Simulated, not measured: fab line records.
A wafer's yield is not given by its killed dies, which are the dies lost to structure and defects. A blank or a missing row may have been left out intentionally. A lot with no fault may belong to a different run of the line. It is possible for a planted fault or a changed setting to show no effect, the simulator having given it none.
fab line records	flow sfqLine
record lots=7	wafers=18	lastDay=86
route steps=325 shown INCOMING@1 L0@3 L0V@16 M0@28 M8@325
lots untouched by any fault: they come from a run of this same line in which no faults occurred
startH: hours from the record's opening day to when the first of the lot's shown wafers began	waitH: hours from the lot's prior step to this one	" the same as in the row above	L1.1+2: one row covering several wafers at once	- value missing, or start not given	* or withheld: withheld	< > ~ a bound
route shown NAME@n: names a module that has steps shown in the file, with the first one's number in the route	usual: mean/standard deviation taken from wafers without a fault	same: alike in all rows	chamber/n: place in a boat	sites: the reading at each site	_std_site: standard deviation across them	_edge_site: mean of outer sites minus mean of inner sites	radiusMm: how far each site lies from the wafer's centre	mask NAME#n: copy n	behind: the most recent tool/chamber to have shaped the wafer	hold: why the lot was held/for how many hours/how that ended	device: which transistor (n, p or np) failed to switch	end of line: tests of these same wafers at the route's end	a step without rows: its recipe alone	killed: dies that structure and defects cost at the first sort, which is not the same as the wafer's yield	map: a wafer's dies, x killed, . not, _ none there
set.NAME: the run value of the setting; set.NAME@STEP: its run value at that earlier step	model.NAME: the simulator's own value behind a step, which no gauge read
certain route steps with their lots: each step a table, each wafer a row
services: when a tool's chamber went out of use (startH, in hours from the record's first day, below 0 if earlier), for how many hours, and the reason
## steps
# step SFQ_INCOMING_BOW_MEAS_900
# recipe mode=bow
# usual INCOMING_BOW=0/5.9
lot.wafer	tool	chamber	startH	waitH	INCOMING_BOW[um]
L772.4	filmMetro-04	-	10.06	-	-3
L772.5	"	-	"	"	-6
L772.6	"	-	"	"	-6
L775.2	filmMetro-04	-	25.02	-	-4
L775.4	"	-	"	"	10
L775.5	"	-	"	"	2
L782.2	filmMetro-03	-	60.02	-	-2
L782.4	"	-	"	"	7
L785.4	filmMetro-04	-	75.06	-	2
L785.6	"	-	"	"	7
L787.3	filmMetro-04	-	85.04	-	-7
L787.4	"	-	"	"	-5
L792.3	filmMetro-04	-	110.04	-	-2
L792.4	"	-	"	"	11
L792.6	"	-	"	"	-3
L795.1	filmMetro-03	-	125.00	-	-5
L795.4	"	-	"	"	-5
L795.5	"	-	"	"	-5
# step SFQ_TRILAYER_INCOMING_OXIDATION_002
# recipe tempC=1000	ambient=H2O	targetThkA=5000	pH2oTorr=720	oxTimeS=4939
# step SFQ_TRILAYER_L0_DEP_SPUTTER_003
# recipe material=MoNx_KI	basePressurePa=1.33e-06	targetThkNm=40	powerW=800	timeS=100	chamberPressurePa=0.4
# usual cathodeDcPowerW=799.99/0.13	throttleValvePct=29.4/0.69
lot.wafer	tool	chamber	startH	waitH	cathodeDcPowerW	throttleValvePct	model.MoNx_KI_of_TRILAYER_L0_DEP_SPUTTER_003.thkNm
L772.4	pvdSputter-03	-	12.49	0.0	799.87	30.5	39.37
L772.5	"	-	"	"	799.80	30.6	39.51
L772.6	"	-	"	"	799.95	29.0	38.81
L775.2	pvdSputter-05	-	27.49	0.0	799.96	29.7	40.47
L775.4	"	-	"	"	800.00	29.7	40.23
L775.5	"	-	"	"	800.18	28.6	40.24
L782.2	pvdSputter-03	-	62.49	0.0	800.03	29.0	51.34
L782.4	"	-	"	"	799.95	29.2	50.43
L785.4	pvdSputter-03	-	77.49	0.0	800.14	28.7	51.73
L785.6	"	-	"	"	800.01	29.0	39.73
L787.3	pvdSputter-03	-	87.49	0.0	799.81	30.6	39.56
L787.4	"	-	"	"	799.83	29.9	51.93
L792.3	pvdSputter-05	-	112.49	0.0	800.24	29.8	39.84
L792.4	"	-	"	"	800.11	28.6	39.85
L792.6	"	-	"	"	799.86	28.6	39.69
L795.1	pvdSputter-05	-	127.49	0.0	800.10	28.7	39.73
L795.4	"	-	"	"	799.61	30.0	38.72
L795.5	"	-	"	"	799.95	29.6	38.86
# step SFQ_L0_RS_MEAS_901
# recipe thkMeasGauge=four-point-probe	reads=MoNx_KI_of_TRILAYER_L0_DEP_SPUTTER_003
# usual L0_MONX_KI_RS=43.8/0.6
lot.wafer	tool	chamber	startH	waitH	L0_MONX_KI_RS[ohm/sq]
L772.4	filmMetro-04	-	12.62	0.1	44.2
L772.5	"	-	"	"	44.0
L772.6	"	-	"	"	44.9
L775.2	filmMetro-03	-	27.58	0.1	42.9
L775.4	"	-	"	"	43.2
L775.5	"	-	"	"	43.2
L782.2	filmMetro-01	-	62.58	0.1	33.8
L782.4	"	-	"	"	34.5
L785.4	filmMetro-03	-	77.62	0.1	33.6
L785.6	"	-	"	"	43.7
L787.3	filmMetro-03	-	87.60	0.1	44.0
L787.4	"	-	"	"	33.4
L792.3	filmMetro-04	-	112.60	0.1	43.7
L792.4	"	-	"	"	43.6
L792.6	"	-	"	"	43.8
L795.1	filmMetro-03	-	127.56	0.0	43.8
L795.4	"	-	"	"	44.9
L795.5	"	-	"	"	44.6
# step SFQ_L0_THK_MEAS_902
# recipe thkMeasGauge=xrf	reads=MoNx_KI_of_TRILAYER_L0_DEP_SPUTTER_003
# usual L0_MONX_KI_THK=39.8/0.56
lot.wafer	tool	chamber	startH	waitH	L0_MONX_KI_THK[nm]
L772.4	filmMetro-04	-	12.71	0.1	39.6
L772.5	"	-	"	"	39.5
L772.6	"	-	"	"	38.9
L775.2	filmMetro-03	-	27.69	0.1	40.6
L775.4	"	-	"	"	40.4
L775.5	"	-	"	"	40.0
L782.2	filmMetro-01	-	62.69	0.1	51.3
L782.4	"	-	"	"	50.6
L785.4	filmMetro-03	-	77.71	0.1	51.3
L785.6	"	-	"	"	39.4
L787.3	filmMetro-03	-	87.70	0.1	39.4
L787.4	"	-	"	"	51.8
L792.3	filmMetro-04	-	112.70	0.1	40.1
L792.4	"	-	"	"	40.1
L792.6	"	-	"	"	39.9
L795.1	filmMetro-03	-	127.68	0.1	39.5
L795.4	"	-	"	"	38.8
L795.5	"	-	"	"	38.7
# step SFQ_TRILAYER_L0_LITHO_COAT_010
# recipe resist=BARC	spinRpm=3000	resistThkNm=62
# step SFQ_TRILAYER_L0_LITHO_COAT_005
# recipe resist=KrF	spinRpm=3000	resistThkNm=600
# step SFQ_TRILAYER_L0_LITHO_SOFTBAKE_009
# recipe tempC=withheld	timeS=withheld	resist=KrF
# step SFQ_TRILAYER_L0_LITHO_EXPOSE_006
# recipe maskId=L0	na=0.6	sourceShape=conventional	sigmaOuter=0.65	targetCdNm=2000	doseMj=14.4
# step SFQ_TRILAYER_L0_LITHO_PEB_008
# recipe pebTempC=115	pebTimeS=60	resist=KrF
# step SFQ_TRILAYER_L0_LITHO_DEVELOP_007
# recipe timeS=60	resist=KrF
# step SFQ_TRILAYER_L0_BARC_OPEN_METAL_ETCH_010
# recipe maskMaterial=PR	chemistry=O2	targetDepthNm=125	target=BARC	icpW=600	biasW=80	pressureMtorr=10	timeS=41.7
# usual biasW=80.02/0.22	drypumpMotorCurrentA=5.9/0.42	oesProductAu=0.685/0.004
lot.wafer	tool	chamber	startH	waitH	biasW	drypumpMotorCurrentA	oesProductAu	rfHoursCounterH
L772.4	rieMetal-03	1	79.72	0.1	79.69	6.6	0.688	-
L772.5	"	1	"	"	80.20	6.6	0.684	-
L772.6	"	0	"	"	80.34	6.3	0.680	-
L775.2	rieMetal-04	0	94.10	0.1	80.13	5.7	0.689	137
L775.4	"	1	"	"	80.19	5.5	0.685	-
L775.5	"	1	"	"	80.18	5.5	0.686	-
L782.2	rieMetal-04	0	123.74	0.1	80.05	5.7	0.683	142
L782.4	"	1	"	"	79.84	5.5	0.690	-
L785.4	rieMetal-03	0	138.85	0.1	80.07	6.2	0.688	-
L785.6	"	0	"	"	79.90	6.2	0.688	-
L787.3	rieMetal-02	0	152.05	0.1	80.09	5.4	0.681	-
L787.4	"	1	"	"	80.09	6.2	0.685	-
L792.3	rieMetal-02	0	198.47	0.1	80.35	5.4	0.684	-
L792.4	"	1	"	"	79.78	6.2	0.680	-
L792.6	"	0	"	"	79.76	5.4	0.690	-
L795.1	rieMetal-03	0	213.25	0.1	79.97	6.2	0.681	190
L795.4	"	0	"	"	80.29	6.2	0.686	-
L795.5	"	0	"	"	79.97	6.2	0.683	-
# step SFQ_TRILAYER_L0_ETCH_METAL_ETCH_008
# recipe target=MoNx_KI	stopOn=SiO2	maskMaterial=PR	chemistry=SF6/O2	targetDepthNm=50	icpW=600	biasW=80	pressureMtorr=10	timeS=25
# usual biasW=80.04/0.22	drypumpMotorCurrentA=5.9/0.42	oesProductAu=0.870/0.0076
lot.wafer	tool	chamber	startH	waitH	biasW	drypumpMotorCurrentA	oesProductAu	rfHoursCounterH
L772.4	rieMetal-03	1	79.78	0.0	79.97	6.6	0.861	-
L772.5	"	1	"	"	79.71	6.6	0.875	-
L772.6	"	0	"	"	79.92	6.2	0.858	-
L775.2	rieMetal-04	0	94.16	0.0	80.03	5.7	0.877	137
L775.4	"	1	"	"	80.55	5.6	0.886	-
L775.5	"	1	"	"	80.10	5.6	0.879	-
L782.2	rieMetal-04	0	123.80	0.0	79.83	5.7	0.983	142
L782.4	"	1	"	"	79.97	5.5	0.977	-
L785.4	rieMetal-03	0	138.90	0.0	80.18	6.2	1.009	-
L785.6	"	0	"	"	80.15	6.2	0.862	-
L787.3	rieMetal-02	0	152.10	0.0	79.91	5.4	0.877	-
L787.4	"	1	"	"	80.00	6.2	1.003	-
L792.3	rieMetal-02	0	198.52	0.0	80.29	5.4	0.875	-
L792.4	"	1	"	"	79.86	6.2	0.871	-
L792.6	"	0	"	"	80.13	5.4	0.872	-
L795.1	rieMetal-03	0	213.31	0.0	79.92	6.2	0.868	190
L795.4	"	0	"	"	79.91	6.2	0.860	-
L795.5	"	0	"	"	79.97	6.2	0.852	-
# step SFQ_TRILAYER_L0_STRIP_STRIP_009
# recipe gas=O2	powerW=200	platenTempC=40	overashFraction=0.65	chemistry=O2	pressureMtorr=50
# usual drypumpMotorCurrentA=5.9/0.41	oesProductAu=0.999/0.012
lot.wafer	tool	chamber	startH	waitH	drypumpMotorCurrentA	oesProductAu	rfHoursCounterH
L772.4	rieMetal-03	1	80.01	0.2	6.6	1.009	-
L772.5	"	1	"	"	6.6	1.007	-
L772.6	"	0	"	"	6.2	1.002	-
L775.2	rieMetal-04	0	94.21	0.0	5.7	0.983	137
L775.4	"	1	"	"	5.6	0.979	-
L775.5	"	1	"	"	5.6	0.985	-
L782.2	rieMetal-04	0	123.85	0.0	5.7	0.986	142
L782.4	"	1	"	"	5.5	1.009	-
L785.4	rieMetal-03	0	139.13	0.2	6.2	1.017	-
L785.6	"	0	"	"	6.2	1.016	-
L787.3	rieMetal-02	0	152.33	0.2	5.4	1.000	-
L787.4	"	1	"	"	6.2	1.014	-
L792.3	rieMetal-02	0	198.75	0.2	5.4	0.989	-
L792.4	"	1	"	"	6.2	0.997	-
L792.6	"	0	"	"	5.4	1.003	-
L795.1	rieMetal-03	0	213.36	0.0	6.2	1.005	190
L795.4	"	0	"	"	6.2	1.008	-
L795.5	"	0	"	"	6.2	1.011	-
# step SFQ_TRILAYER_L0_STRIP_SOLV_CLEAN_010
# recipe chemistry=NMP	tempC=70	timeS=600
# step SFQ_TRILAYER_L0_CAP_PECVD_011
# recipe material=SiO2	tempC=150	timeS=13.333	pressureTorr=2.4	rfW=183.3	precursor=SiH4/N2O	targetThkNm=60
# step SFQ_TRILAYER_L0_VIA_LITHO_COAT_018
# recipe resist=BARC	spinRpm=3000	resistThkNm=62
# step SFQ_TRILAYER_L0_VIA_LITHO_COAT_013
# recipe resist=KrF	spinRpm=3000	resistThkNm=650
# step SFQ_TRILAYER_L0_VIA_LITHO_SOFTBAKE_017
# recipe tempC=withheld	timeS=withheld	resist=KrF
# step SFQ_TRILAYER_L0_VIA_LITHO_EXPOSE_014
# recipe maskId=L0V	na=0.6	sourceShape=conventional	sigmaOuter=0.65	targetCdNm=700	doseMj=21.3
# step SFQ_TRILAYER_L0_VIA_LITHO_PEB_016
# recipe pebTempC=115	pebTimeS=60	resist=KrF
# step SFQ_TRILAYER_L0_VIA_LITHO_DEVELOP_015
# recipe timeS=60	resist=KrF
# step SFQ_L0V_OVL_MEAS_903
# usual L0V_OVL=0/5
lot.wafer	tool	chamber	startH	waitH	L0V_OVL[nm]
L772.4	overlay-01	-	141.25	0.1	-3
L772.5	"	-	"	"	1
L772.6	"	-	"	"	1
L775.2	overlay-01	-	174.23	0.1	-1
L775.4	"	-	"	"	1
L775.5	"	-	"	"	-8
L782.2	overlay-01	-	209.66	0.1	-3
L782.4	"	-	"	"	-7
L785.4	overlay-01	-	226.47	0.1	11
L785.6	"	-	"	"	10
L787.3	overlay-02	-	244.90	0.1	-8
L787.4	"	-	"	"	-3
L792.3	overlay-02	-	309.41	0.1	-1
L792.4	"	-	"	"	1
L792.6	"	-	"	"	-2
L795.1	overlay-02	-	333.11	0.1	1
L795.4	"	-	"	"	0
L795.5	"	-	"	"	-7
# step SFQ_TRILAYER_L0_VIA_BARC_OPEN_VIA_ETCH_021
# recipe maskMaterial=PR	chemistry=O2	targetDepthNm=125	target=BARC	sourceW=500	biasW=80	pressureMtorr=30	timeS=41.7
# usual biasW=79.99/0.24	drypumpMotorCurrentA=5.5/0.37	oesProductAu=0.685/0.0047
lot.wafer	tool	chamber	startH	waitH	biasW	drypumpMotorCurrentA	oesProductAu	rfHoursCounterH
L772.4	rieDiel-01	2	141.27	0.0	80.02	5.4	0.687	110
L772.5	"	0	"	"	79.75	5.1	0.688	-
L772.6	"	1	"	"	80.11	5.6	0.682	-
L775.2	rieDiel-03	0	174.26	0.0	80.07	5.8	0.688	91
L775.4	"	3	"	"	80.19	5.1	0.683	17
L775.5	"	0	"	"	80.11	5.8	0.686	-
L782.2	rieDiel-03	0	209.69	0.0	80.26	5.8	0.687	92
L782.4	"	2	"	"	79.78	6.1	0.688	1
L785.4	rieDiel-04	1	226.49	0.0	79.96	6.0	0.678	1
L785.6	"	0	"	"	80.09	5.8	0.684	-
L787.3	rieDiel-01	0	244.93	0.0	80.09	5.1	0.695	69
L787.4	"	2	"	"	80.49	5.4	0.690	112
L792.3	rieDiel-04	1	309.43	0.0	79.63	6.0	0.683	2
L792.4	"	2	"	"	80.01	5.3	0.684	122
L792.6	"	0	"	"	80.04	5.8	0.687	-
L795.1	rieDiel-01	1	333.15	0.0	79.92	5.6	0.692	54
L795.4	"	0	"	"	80.08	5.1	0.689	70
L795.5	"	2	"	"	80.01	5.4	0.696	-
# step SFQ_TRILAYER_L0_VIA_ETCH_VIA_ETCH_016
# recipe target=SiO2	stopOn=MoNx_KI	maskMaterial=PR	chemistry=CHF3	targetDepthNm=80	sourceW=500	biasW=80	pressureMtorr=30	timeS=withheld
# usual biasW=79.97/0.22	drypumpMotorCurrentA=5.5/0.37	oesProductAu=0.842/0.0088
lot.wafer	tool	chamber	startH	waitH	biasW	drypumpMotorCurrentA	oesProductAu
L772.4	rieDiel-01	2	141.30	0.0	80.26	5.4	0.838
L772.5	"	0	"	"	79.69	5.1	0.844
L772.6	"	1	"	"	79.90	5.6	0.860
L775.2	rieDiel-03	0	174.30	0.0	80.28	5.8	0.840
L775.4	"	3	"	"	80.03	5.1	0.850
L775.5	"	0	"	"	80.26	5.9	0.849
L782.2	rieDiel-03	0	209.73	0.0	80.16	5.9	0.844
L782.4	"	2	"	"	79.91	6.1	0.852
L785.4	rieDiel-04	1	226.53	0.0	80.15	6.0	0.852
L785.6	"	0	"	"	79.86	5.8	0.850
L787.3	rieDiel-01	0	244.97	0.0	79.66	5.1	0.829
L787.4	"	2	"	"	79.75	5.4	0.843
L792.3	rieDiel-04	1	309.47	0.0	80.17	5.9	0.824
L792.4	"	2	"	"	79.99	5.2	0.843
L792.6	"	0	"	"	79.92	5.8	0.842
L795.1	rieDiel-01	1	333.19	0.0	79.73	5.6	0.840
L795.4	"	0	"	"	79.79	5.1	0.846
L795.5	"	2	"	"	80.21	5.4	0.854
# step SFQ_TRILAYER_L0_VIA_STRIP_STRIP_017
# recipe gas=O2	powerW=200	platenTempC=40	overashFraction=0.65	chemistry=O2	pressureMtorr=50
# step SFQ_TRILAYER_L0_VIA_STRIP_SOLV_CLEAN_018
# recipe chemistry=NMP	tempC=70	timeS=600
# step SFQ_TRILAYER_M0_DEP_PRE_CLEAN_020
# recipe gas=Ar	timeS=15	biasV=250
# step SFQ_TRILAYER_M0_DEP_SPUTTER_019
# recipe material=Nb	basePressurePa=1.33e-06	chamberPressurePa=0.1333	substrateTempC=20	resputterCathodeVoltageV=400	targetThkNm=200	powerW=2000	timeS=133.3
# usual cathodeDcPowerW=2000.0/0.37	throttleValvePct=29.3/0.96
lot.wafer	tool	chamber	startH	waitH	cathodeDcPowerW	throttleValvePct
L772.4	pvdSputter-04	-	142.75	0.0	2000.4	29.7
L772.5	"	-	"	"	1999.9	29.8
L772.6	"	-	"	"	2000.2	29.8
L775.2	pvdSputter-05	-	175.14	0.0	2000.3	28.6
L775.4	"	-	"	"	1999.4	28.9
L775.5	"	-	"	"	2000.2	29.0
L782.2	pvdSputter-05	-	211.18	0.0	2000.3	29.9
L782.4	"	-	"	"	1999.9	29.7
L785.4	pvdSputter-04	-	227.98	0.0	2000.1	30.6
L785.6	"	-	"	"	2000.1	29.8
L787.3	pvdSputter-04	-	245.81	0.0	1999.2	30.0
L787.4	"	-	"	"	1999.2	29.9
L792.3	pvdSputter-04	-	310.32	0.0	2000.2	27.9
L792.4	"	-	"	"	2000.1	29.7
L792.6	"	-	"	"	1999.1	30.9
L795.1	pvdSputter-05	-	334.04	0.0	1999.9	29.8
L795.4	"	-	"	"	2000.0	28.9
L795.5	"	-	"	"	1999.6	28.7
# step SFQ_M0_RS_MEAS_904
# recipe thkMeasGauge=four-point-probe	reads=Nb_of_TRILAYER_M0_DEP_SPUTTER_019
# usual M0_NB_RS=0.889/0.012
lot.wafer	tool	chamber	startH	waitH	M0_NB_RS[ohm/sq]
L772.4	filmMetro-02	-	142.90	0.1	0.895
L772.5	"	-	"	"	0.902
L772.6	"	-	"	"	0.891
L775.2	filmMetro-02	-	175.26	0.1	0.889
L775.4	"	-	"	"	0.877
L775.5	"	-	"	"	0.876
L782.2	filmMetro-03	-	211.29	0.1	0.888
L782.4	"	-	"	"	0.879
L785.4	filmMetro-03	-	228.13	0.1	0.895
L785.6	"	-	"	"	0.900
L787.3	filmMetro-01	-	245.94	0.1	0.913
L787.4	"	-	"	"	0.911
L792.3	filmMetro-01	-	310.45	0.1	0.889
L792.4	"	-	"	"	0.893
L792.6	"	-	"	"	0.879
L795.1	filmMetro-02	-	334.13	0.0	0.876
L795.4	"	-	"	"	0.881
L795.5	"	-	"	"	0.885
# step SFQ_TRILAYER_M0_LITHO_COAT_026
# recipe resist=BARC	spinRpm=3000	resistThkNm=62
# step SFQ_M8_BOW_MEAS_951
# recipe mode=bow
# usual M8_BOW=5/11
lot.wafer	tool	chamber	startH	waitH	M8_BOW[um]	model.etest.l0.ohmSq	model.etest.l0v.linkOhm	model.etest.l0.ohmUm
L772.4	filmMetro-04	-	1826.48	0.1	-2	44.18	45.1	22.1
L772.5	"	-	"	"	-5	44.02	44.95	22.02
L772.6	"	-	"	"	-4	44.82	45.74	22.39
L775.2	filmMetro-02	-	1834.84	0.0	-1	42.98	43.9	21.52
L775.4	"	-	"	"	12	43.24	44.15	21.62
L775.5	"	-	"	"	4	43.23	44.14	21.61
L782.2	filmMetro-04	-	1943.31	0.0	-4	33.88	-	-
L782.4	"	-	"	"	6	34.49	35.4	17.2
L785.4	filmMetro-04	-	2015.49	0.1	2	33.63	34.55	16.82
L785.6	"	-	"	"	8	43.78	44.71	21.9
L787.3	filmMetro-01	-	2022.67	0.0	8	43.97	44.91	21.97
L787.4	"	-	"	"	8	33.5	34.44	16.77
L792.3	filmMetro-04	-	2043.95	0.0	29	43.66	44.57	21.81
L792.4	"	-	"	"	39	43.65	44.58	21.83
L792.6	"	-	"	"	26	43.83	44.74	21.9
L795.1	filmMetro-01	-	2054.71	0.0	-1	43.78	44.69	21.85
L795.4	"	-	"	"	-2	44.93	45.84	22.43
L795.5	"	-	"	"	0	44.76	45.67	22.35
## services
tool	chamber	startH	hours	kind
rieMetal-04	0	-10.09	1.4	repair
rieDiel-01	1	-9.14	2.8	repair
rieMetal-04	1	7.31	4.1	repair
rieDiel-03	-	18.13	1.1	repair
rieDiel-04	-	33.78	2.8	pm
rieDiel-01	-	35.91	1.0	repair
pvdSputter-05	-	47.83	2.2	repair
rieDiel-01	3	71.48	3.7	repair
rieDiel-01	0	74.51	44.4	repair
rieMetal-04	1	95.07	4.4	repair
rieMetal-03	-	98.54	1.0	repair
rieMetal-02	-	120.02	2.8	pm
rieMetal-04	1	132.15	14.7	repair
rieMetal-03	0	162.99	43.4	repair
rieDiel-01	1	164.58	3.8	repair
rieMetal-04	0	166.68	8.0	repair
pvdSputter-05	-	167.07	6.3	repair
rieMetal-02	0	190.11	6.2	repair
pvdSputter-05	-	213.45	18.4	repair
pvdSputter-05	-	223.96	4.4	repair
rieDiel-01	3	245.03	2.9	repair
pvdSputter-05	-	246.98	3.1	repair
rieDiel-01	-	302.67	0.2	repair
pvdSputter-05	-	317.41	4.2	repair
## key
firstSign step=SFQ_L0_RS_MEAS_901	reading=L0_MONX_KI_RS	direction=down	sigmas=17	usual=43.8	struck=33.8
effect step=SFQ_L0_THK_MEAS_902	reading=L0_MONX_KI_THK	direction=up	sigmas=20	usual=39.8	struck=51.3
effect step=SFQ_TRILAYER_L0_ETCH_METAL_ETCH_008	reading=oesProductAu	direction=up	sigmas=16	usual=0.870	struck=0.993
modelEffect step=SFQ_TRILAYER_L0_DEP_SPUTTER_003	value=MoNx_KI_of_TRILAYER_L0_DEP_SPUTTER_003.thkNm	without=39.82	struck=51.36
modelEffect step=SFQ_M8_BOW_MEAS_951	value=etest.l0.ohmSq	without=43.69	struck=33.87
metAt SFQ_TRILAYER_L0_DEP_SPUTTER_003
struckWafers L782.2,L782.4,L785.4,L787.4
onsetBetween 12.49 62.49
fault kind=processParameterDrift	tool=pvdSputter-03	chamber=-	onsetH=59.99	steps=SFQ_TRILAYER_L0_DEP_SPUTTER_003	channel=timeS	offset=*	shape=step	endH=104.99	scope=struckWafersOnly	actsIn=*	stated=*
